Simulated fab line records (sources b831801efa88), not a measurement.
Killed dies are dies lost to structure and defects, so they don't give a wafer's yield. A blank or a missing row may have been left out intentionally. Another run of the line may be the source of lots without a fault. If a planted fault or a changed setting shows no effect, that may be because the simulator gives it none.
Which of the tools did it? | flow sky130 | 21 wafers from 7 lots sampled at 3 of the route's 708 steps

## WHAT THE GAUGES SHOWED, per wafer
SKY_LI_CONTACT_CD_MEAS_12: target cd 170 nm.
lot  | measured     | on        | cd nm (nm)
L777 | day 30 06:38 | cd sem-01 | 167.5 167.6 169.0
L779 | day 31 15:53 | cd sem-02 | 169.7 169.8 169.5
L781 | day 31 16:39 | cd sem-01 | 170.0 170.2 170.0
L783 | day 32 08:14 | cd sem-02 | 170.7 172.1 170.2
L788 | day 33 17:47 | cd sem-01 | 171.0 171.5 172.0
L790 | day 34 22:15 | cd sem-01 | 169.7 171.4 170.8
L795 | day 36 00:44 | cd sem-01 | 169.2 169.0 168.1

## TOOL THAT RAN EACH LOT (tool first, then ch and the chambers of the sampled wafers, then the start)
lot  | SKY_SD_P_STRIP_10                    | SKY_SD_N_STRIP_11
L777 | plasma asher-03 ch 0,1, day 26 14:23 | plasma asher-02 ch 0,1, day 29 01:25
L779 | plasma asher-02 ch 0,1, day 28 00:16 | plasma asher-03 ch 0,1, day 30 10:15
L781 | plasma asher-03 ch 0,1, day 28 02:00 | plasma asher-04 ch 0,1, day 30 11:27
L783 | plasma asher-01 ch 0,1, day 28 17:35 | plasma asher-03 ch 0,1, day 31 03:34
L788 | plasma asher-03 ch 0,1, day 30 06:32 | plasma asher-04 ch 0,1, day 32 14:05
L790 | plasma asher-03 ch 0,1, day 31 12:17 | plasma asher-04 ch 0,1, day 33 18:28
L795 | plasma asher-02 ch 0,1, day 32 15:17 | plasma asher-03 ch 0,1, day 34 21:13
- SKY_SD_P_STRIP_10: strips in O2/N2.
- SKY_SD_N_STRIP_11: strips in O2/N2.

## THE ANSWER, worked out from the rows above alone
Rule: usual is defined by the lots themselves. Put in order of their means at a reading, lots are off if they are a third of the lots or fewer, leave a main group of 4 or more, and stand apart from it by a gap of 3 or more times the standard deviation of the main group's means; of several such gaps the widest counts. A main group whose means are all the same, to the digits that the tables above print for the reading, isn't used. Also off: a lot with no number at a reading for which 4 or more lots have one. Any other lot the step has rows for is counted as sound.
No lot is off at any reading shown: from this, nothing can be told.

## WHAT THE SIMULATOR HAD INSERTED
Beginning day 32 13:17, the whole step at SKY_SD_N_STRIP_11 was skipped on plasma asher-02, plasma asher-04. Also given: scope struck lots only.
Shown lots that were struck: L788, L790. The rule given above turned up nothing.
